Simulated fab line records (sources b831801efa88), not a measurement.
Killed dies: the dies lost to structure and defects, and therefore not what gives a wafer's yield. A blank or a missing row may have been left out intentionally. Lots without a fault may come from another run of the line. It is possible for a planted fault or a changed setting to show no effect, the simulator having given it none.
Which of the tools did it? | flow sky130 | 21 wafers from 7 lots sampled at 2 of the route's 708 steps

== WHAT EACH GAUGE READ, for each wafer ==
SKY_VT_ADJUST_NCORE_TW_MEAS_11.
lot  | measured     | on            | VT_ADJUST_NCORE_TW
L952 | day 9 09:05  | film-metro-04 | 217.6 218.1 218.2
L956 | day 10 13:18 | film-metro-03 | 220.4 219.2 219.2
L959 | day 11 10:09 | film-metro-04 | 217.5 217.6 217.7
L962 | day 12 08:32 | film-metro-04 | 29.8 29.8 29.7
L968 | day 14 03:26 | film-metro-02 | 217.7 217.4 218.1
L970 | day 14 19:56 | film-metro-04 | 216.9 215.7 216.7
L972 | day 15 10:25 | film-metro-03 | 217.0 217.1 218.1

== EACH LOT AND THE TOOL THAT RAN IT (in order: tool; ch and the chambers of the sampled wafers; start) ==
lot  | SKY_VT_ADJUST_NCORE_IMPLANT_09
L952 | implanter-04 ch 0, day 9 08:50
L956 | implanter-01 ch 0, day 10 13:04
L959 | implanter-01 ch 0, day 11 09:55
L962 | implanter-01, day 12 08:17
L968 | implanter-03 ch 0, day 14 03:12
L970 | implanter-01 ch 0, day 14 19:41
L972 | implanter-01 ch 0, day 15 10:11
- SKY_VT_ADJUST_NCORE_IMPLANT_09

== THE ANSWER, worked out from the rows above alone ==
Rule: the lots themselves supply what counts as usual. The widest of any qualifying gaps counts: lots, ordered by their means at a reading, are off when they make up no more than a third of the lots, leave a main group of 4 or more, and stand apart from it by 3 or more times the standard deviation of that group's means. Not used: any main group whose means are identical at the precision the tables above print for the reading. Also off: a lot with no number at a reading for which 4 or more lots have one. All remaining lots with rows at the step are treated as sound.
Off: L962, at SKY_VT_ADJUST_NCORE_TW_MEAS_11 (VT_ADJUST_NCORE_TW). Mean 217.8 and standard deviation 0.94 in the main group.
A tool fits if, at a process step before that reading, it ran every lot that is off, and no sound lot after the first of them. Gauges at SKY_VT_ADJUST_NCORE_TW_MEAS_11: tried the same way as those tools. No candidate that was tried fits.

== WHAT THE SIMULATOR PUT IN ==
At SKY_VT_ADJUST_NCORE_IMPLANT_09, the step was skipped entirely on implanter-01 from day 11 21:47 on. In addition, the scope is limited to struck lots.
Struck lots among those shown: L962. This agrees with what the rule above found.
